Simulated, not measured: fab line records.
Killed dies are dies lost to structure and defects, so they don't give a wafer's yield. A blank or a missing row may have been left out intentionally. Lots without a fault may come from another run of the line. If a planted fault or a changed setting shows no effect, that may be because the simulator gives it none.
8D (eight disciplines) problem report, filled in by code || flow sky130 || the parts of the form that need people (team, actions taken, sign-off) are left out

== 1. WHAT WENT WRONG ==
LDD_HVP_TW at SKY_LDD_HVP_TW_MEAS_10 reads a mean of 476.9 on 4 wafers of 3 lots; wafers without a fault read 454.1 with a standard deviation of 2.1. Relative to the usual mean, that is a shift of +11 standard deviations.
First observed at day 28 10:55: wafer L175.2, on film-metro-03. The record has a number at this step for 42 wafers belonging to 15 lots. The rule behind "out" and "out of limits": a value lying over 4 standard deviations away from the usual mean. The rest of the wafers with a number are treated as sound.

== 2. WHAT IT IS, WHAT IT ISN'T ==
{"question": "which readings at this step", "is": "LDD_HVP_TW", "is not": "-"}
{"question": "which lots", "is": "L175, L176, L178", "is not": "L158, L159, L160, L161, L163, L165, L166, L167, L169, L170, L171, L172"}
{"question": "which wafers of those lots", "is": "L175.2, L175.4, L176.2, L178.4", "is not": "L176.5, L178.6"}
{"question": "read on which gauges", "is": "film-metro-03, film-metro-04", "is not": "film-metro-02"}
{"question": "when", "is": "from day 28 10:55", "is not": "up to then (36 sound wafers); but 2 sound wafers of L176, L178 came after"}

== 3. THE SUSPECTS, EACH WITH WHAT RULES IT OUT ==
Counting: any tool at a process step up to the reading remains a suspect provided it ran every lot that is out. Sound lots after the first of them don't rule it out here, since some wafers of a struck lot are sound.
- the gauge at SKY_LDD_HVP_TW_MEAS_10: ruled out. 2 gauges (film-metro-03, film-metro-04) read the wafers that are out.
- litho-track-04 at SKY_LDD_HVN_COAT_02 (resist thk 300 nm): kept. It ran every lot that is out, first L175 (day 26 15:17); its last sound lot up to then is L171 (day 24 19:55).
Left after counting: litho-track-04 at SKY_LDD_HVN_COAT_02.

== 4. THE CAUSE (what the simulator had put in) ==
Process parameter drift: litho-track-04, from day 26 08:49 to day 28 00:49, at SKY_LDD_HVN_COAT_02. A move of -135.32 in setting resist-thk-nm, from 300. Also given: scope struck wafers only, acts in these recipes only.
After counting, this tool was the only one left.

== 5. SEQUENCE OF EFFECTS, ordered by route ==
One row per reading whose mean, taken over the struck wafers that have a number, lies over 3 standard deviations from the usual. Only readings whose record carries a usual standard deviation are examined. hours: median over the lots of the time between each lot's start at the first step of this table that gives one and its start at this step. sigmas: the change, counted in usual standard deviations.
{"hours": 0, "step": "SKY_LDD_HVN_STRIP_09", "reading": "oes-product-au", "usual": "0.409 a.u.", "on struck wafers": 0.333, "change": -0.076, "sigmas": -15}
{"hours": 0, "step": "SKY_LDD_HVN_STRIP_09", "reading": "strip-time-to-endpoint-s", "usual": "4.138 s", "on struck wafers": 2.340, "change": -1.798, "sigmas": "-99 or more"}
{"hours": 29, "step": "SKY_LDD_HVP_TW_MEAS_10", "reading": "LDD_HVP_TW", "usual": 454.1, "on struck wafers": 476.9, "change": "+22.8", "sigmas": "+11"}
It contains these process steps:
- SKY_LDD_HVN_STRIP_09: strips in O2/N2.

== 6. HOW IT WOULD HAVE BEEN CAUGHT EARLIER ==
In this record the first reading out of limits at a measuring or inspecting step was taken at day 28 10:55, 50 hours after the fault began at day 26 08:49.
By day 28 10:55 the whole set of lots that are out, 3 in number, had already begun SKY_LDD_HVN_COAT_02 on litho-track-04. None of them would have been spared by holding the tool at that moment.
